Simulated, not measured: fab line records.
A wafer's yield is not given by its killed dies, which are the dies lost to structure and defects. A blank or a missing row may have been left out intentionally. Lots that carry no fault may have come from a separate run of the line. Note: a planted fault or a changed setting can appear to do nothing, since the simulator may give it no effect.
Struck lot and sound lot, side by side || flow sky130 || 16 steps out of a route of 708
Sound: these wafers, L301.2, L301.3, L301.5. Wafers struck: L315.1, L315.2, L315.4. The cause comes at the end.
Per side, at each step with rows, come the tool, then ch with its chambers, and then its first start. Under that, the readings that differ: sound wafers || struck wafers || difference of the means || sigmas: that difference in standard deviations of wafers without a fault.
alike: readings with means less than 2 such deviations apart, plus words and numbers identical on both sides. not compared: withheld readings, readings lacking a value on some wafer, bounds such as >300 that could conceal the same value, and numbers that have no deviation in the record and whose values overlap.
The two part at a step that has a row with sigmas, a row that says differs or no value, or rows on one side only. Non-overlapping numbers with no deviation appear without sigmas and do not part them. Lack of a reading on every wafer of one side parts them only where that side has two or more wafers.

SKY_LDD_HVP_TW_MEAS_10:
  sound on film metro-03 at day 23 16:47; struck on film metro-02 at day 27 17:03
  alike: LDD_HVP_TW
then, 7 steps without rows for these wafers: SKY_LDD_LDN_DEHYDRATE_00 (time 60 s); SKY_LDD_LDN_HMDS_01 (prime time 60 s); SKY_LDD_LDN_COAT_02 (resist thk 1140 nm); SKY_LDD_LDN_SOFTBAKE_03 (time 60 s); SKY_LDD_LDN_EXPOSE_04 (exposes mask LDNTM, target cd 700 nm); SKY_LDD_LDN_PEB_05; SKY_LDD_LDN_DEVELOP_06 (develop time 60 s).
SKY_LDD_LDN_OVL_MEAS_07:
  sound on overlay-01 at day 24 22:18; struck on overlay-02 at day 28 21:13
  alike: LDD_LDN_OVL
then, 3 steps without rows for these wafers: SKY_LDD_LDN_IMPLANT_08; SKY_LDD_LDN_IMPLANT_09; SKY_LDD_LDN_IMPLANT_10.
SKY_LDD_LDN_IMPLANT_11:
  struck on implanter-01, day 28 21:42; sound on implanter-03 ch 0, day 24 22:48
  no value came back on the struck wafers for beam energy keV, beam on s (s), faraday current uA; on the sound wafers beam energy keV reads 15.004 14.999 14.997
SKY_LDD_LDN_STRIP_12: strips in O2/N2.
  sound on plasma asher-02 ch 0,1, day 24 22:56; struck on plasma asher-04 ch 0,1, day 28 21:51
  alike: drypump motor current A, n2 flow sccm, oes product au, strip time to endpoint s
  not compared: rf hours counter h
SKY_LDD_LDN_TW_MEAS_13:
  sound on film metro-04 at day 24 23:02; struck on film metro-01 at day 28 21:57
{"reading": "LDD_LDN_TW", "sound": "1466 1469 1466", "struck": "1379 1379 1386", "difference": -86, "sigmas": -6}
then, 1 step without rows for these wafers: SKY_LDD_LDN_CLEAN_14 (cleans in SC1/SC2, time 150 s).

== WHERE THEY PART ==
Last at SKY_LDD_LDN_TW_MEAS_13 as far as this record goes, first at SKY_LDD_LDN_IMPLANT_11.

WHY: whatever the simulator had introduced
At SKY_LDD_LDN_IMPLANT_11, the step was skipped entirely on implanter-01 from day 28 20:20 on. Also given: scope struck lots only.
